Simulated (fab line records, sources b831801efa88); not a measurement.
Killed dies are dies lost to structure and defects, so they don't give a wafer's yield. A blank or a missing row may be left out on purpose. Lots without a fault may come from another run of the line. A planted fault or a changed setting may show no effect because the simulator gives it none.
One fault seen from 2 desks | flow gf180mcu | each desk has only its own numbers; what lay behind them comes last

THE TOOL OWNER'S DESK: implanter-01
The tool's own readings at GF_HV_LDD_IMPLANT_09: means of the sampled wafers that have a number, for each lot that ran on this tool. A lot is out of limits, marked OUT, if its mean lies more than 4 standard deviations from the usual mean; the brackets give that distance.
Columns: A = beam_energy_keV at GF_HV_LDD_IMPLANT_09, usual 40.001
lot  | first seen here | A
L236 | day 10 05:29    | 40.004
L241 | day 11 14:11    | 39.981
L244 | day 12 10:04    | 40.001
L254 | day 15 16:50    | 49.622 (+99 or more) OUT
L255 | day 15 23:39    | 49.644 (+99 or more) OUT
L256 | day 16 11:28    | 49.629 (+99 or more) OUT
This desk's finding: out of limits on L254, L255, L256; first on L254, day 15 16:50 (beam_energy_keV at GF_HV_LDD_IMPLANT_09). In limits: L236, L241, L244.

THE METROLOGY DESK
What the gauges read, lot by lot, whatever tool the lot ran on: means of the sampled wafers that have a number. A lot is out of limits, marked OUT, if its mean lies more than 4 standard deviations from the usual mean; the brackets give that distance.
Columns: A = INCOMING_BOW at GF_STI_BOW_MEAS_00, usual 0 um; B = HV_LDD_TW at GF_HV_LDD_TW_MEAS_11, usual 2415; C = HV_LDD_RS at GF_HV_LDD_RS_MEAS_53, usual 418.2 ohm/sq
lot  | first seen here | A  | B               | C
L236 | day 1 10:00     | -5 | 2388            | 419.2
L241 | day 2 11:04     | -3 | 2448            | 417.4
L243 | day 2 21:01     | -2 | 2387            | 417.6
L244 | day 3 02:00     | -2 | 2417            | 418.6
L251 | day 4 13:01     | 7  | 2403            | 417.7
L253 | day 4 23:01     | 7  | 2424            | 417.4
L254 | day 5 04:00     | 5  | 2558 (+6.5) OUT | 413.0 (-5.8) OUT
L255 | day 5 09:04     | 4  | 2561 (+6.7) OUT | 413.6 (-5.2) OUT
L256 | day 5 14:00     | -3 | 2598 (+8.3) OUT | 413.2 (-5.6) OUT
L257 | day 5 19:01     | -6 | 2407            | 419.0
L258 | day 6 00:01     | 6  | 2382            | 419.9
L259 | day 6 05:01     | 7  | 2381            | 417.9
This desk's finding: out of limits on L254, L255, L256; first on L254, day 15 17:05 (HV_LDD_TW at GF_HV_LDD_TW_MEAS_11). In limits: L236, L241, L243, L244, L251, L253, L257, L258, L259.

PUT TOGETHER
The tool owner's desk could have raised an alarm at day 15 16:50, on L254, L255, L256.
The metrology desk could have raised an alarm at day 15 17:05, on L254, L255, L256.
Of the lots named, all ran GF_HV_LDD_IMPLANT_09 on implanter-01.

WHAT THE SIMULATOR HAD PUT IN
Process parameter drift: implanter-01, from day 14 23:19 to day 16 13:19, at GF_HV_LDD_IMPLANT_09. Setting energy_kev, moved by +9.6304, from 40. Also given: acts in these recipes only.
Lots struck among those shown: L254, L255, L256.
Hours from the fault's start to each desk's first reading out of limits: the tool owner's desk, 18; the metrology desk, 18.
